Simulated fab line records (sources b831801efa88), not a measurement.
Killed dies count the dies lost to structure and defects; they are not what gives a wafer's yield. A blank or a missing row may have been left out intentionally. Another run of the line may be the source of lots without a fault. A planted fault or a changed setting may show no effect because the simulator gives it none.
8D (eight disciplines) problem report, filled in by code ; flow gf180mcu ; the parts of the form that need people (team, actions taken, sign-off) are left out

1. WHAT WENT WRONG
GF_HV_LDD_CLEAN_51, runLengthS: mean 79 s on 3 wafers (1 lot); fault-free wafers 179 s, standard deviation 4.3. Measured from the usual mean, that is -23 standard deviations.
The step: cleans in SC1/SC2, time 150 s.
First observed at day 17 21:27: wafer L810.1, on wetBench-04. At this step, 15 wafers from 5 lots have a number in the record. Rule for "out" (also "out of limits"): further than 4 standard deviations from the usual mean. All remaining wafers that have a number are taken as sound.

2. WHAT IT IS, WHAT IT ISN'T
question;is;is not
which readings at this step;runLengthS;-
which lots;L810;L802, L805, L814, L816
which wafers of those lots;all that have a number;-
read on which tools;wetBench-04;wetBench-02
when;from day 17 21:27;"up to then (6 sound wafers); but 6 sound wafers of L814, L816 came after"

3. SUSPECTS, AND WHAT RULES EACH OUT
Counting: a tool stays on the suspect list if, at a process step up to the reading, it processed all lots that are out and no sound lot following the first of them.
- plasmaAsher-03 at GF_HV_LDD_STRIP_49 (strips in O2/N2): kept. It ran the lot that is out, L810 (day 17 21:17), and no sound lot after that; its last sound lot up to then is L805 (day 15 19:17).
- wetBench-04 at GF_HV_LDD_CLEAN_51 (cleans in SC1/SC2, time 150 s): kept. It ran the lot that is out, L810 (day 17 21:27), and no sound lot after that; its last sound lot up to then is L805 (day 15 19:27). Out on those wafers are its own readings of runLengthS.
What counting leaves: plasmaAsher-03 at GF_HV_LDD_STRIP_49 and wetBench-04 at GF_HV_LDD_CLEAN_51.

4. THE CAUSE (what the simulator had put in)
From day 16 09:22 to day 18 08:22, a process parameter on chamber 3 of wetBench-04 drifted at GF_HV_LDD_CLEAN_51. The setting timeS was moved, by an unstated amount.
Counting leaves 2 suspects; this tool is one of them.

5. THE CHAIN OF EFFECTS, in route order
Each row: a reading whose mean over the struck wafers that have a number lies more than 3 standard deviations from the usual. Only readings for which the record gives a usual standard deviation are gone through. hours: the time from each lot's start at the first step in this table that gives one to its start at this step, as a median over the lots. sigmas: the change in usual standard deviations.
hours;step;reading;usual;on struck wafers;change;sigmas
0;GF_HV_LDD_CLEAN_51;runLengthS;179 s;79;-100;-23
Process steps it contains:
- GF_HV_LDD_CLEAN_51: cleans in SC1/SC2, time 150 s.

6. WHAT WOULD HAVE CAUGHT IT SOONER
36 hours passed between the start of the fault at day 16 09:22 and the first reading out of limits in this record, taken at day 17 21:27.
